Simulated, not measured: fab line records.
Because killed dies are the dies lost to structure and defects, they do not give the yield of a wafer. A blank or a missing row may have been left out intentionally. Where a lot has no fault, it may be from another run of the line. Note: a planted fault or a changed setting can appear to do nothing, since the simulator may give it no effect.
Chamber matching ; flow sky130 ; SKY_PASSIVATION_CVD_00 on pecvd-01 has 3 sister chambers
The step deposits SiO2, target thk 90 nm. 14 wafers are shown with their chamber, then 7 later ones without.

## WAFERS WITH THEIR CHAMBER
wafer;chamber;heater power w (W)
L076.1;1;695
L076.4;1;672
L076.6;0;806
L082.2;1;705
L082.3;2;625
L082.4;2;637
L085.2;0;907
L085.3;2;621
L085.4;2;635
L089.1;1;644
L089.2;2;635
L089.4;1;653
L092.1;0;823
L092.4;0;835

SIGNATURES (means of the wafers above)
reading;chamber 0;chamber 1;chamber 2;scatter within a chamber
heater power w;842.75;673.80;630.60;28.4
Rule: a wafer lies at a distance from a chamber equal to the root of the sum of squares, over the readings, of (its reading less the chamber's mean, divided by the reading's scatter). The wafer belongs to the nearest chamber; if the next one is less than 2 further off, it can't be placed. The scatter is the square root of a quotient: the sum, over the shown wafers, of each reading's squared deviation from its chamber's mean, divided by wafers minus chambers.

## WAFERS WITH NO CHAMBER GIVEN
wafer;heater power w (W)
L092.5;662
L094.2;701
L094.3;708
L094.6;695
L096.2;867
L096.3;741
L096.5;743

## WHICH CHAMBER EACH WENT THROUGH
wafer;from the rows above;in truth
L092.5;can't be placed: 1 or 2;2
L094.2;can't be placed: 1 or 2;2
L094.3;can't be placed: 1 or 2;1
L094.6;can't be placed: 1 or 2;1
L096.2;0;0
L096.3;can't be placed: 1 or 0 or 2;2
L096.5;can't be placed: 1 or 0 or 2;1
1 of 7 placed correctly. Cannot be placed on the basis of these rows: 6; the candidates contain the true chamber in 6. Placed wrongly: 0.
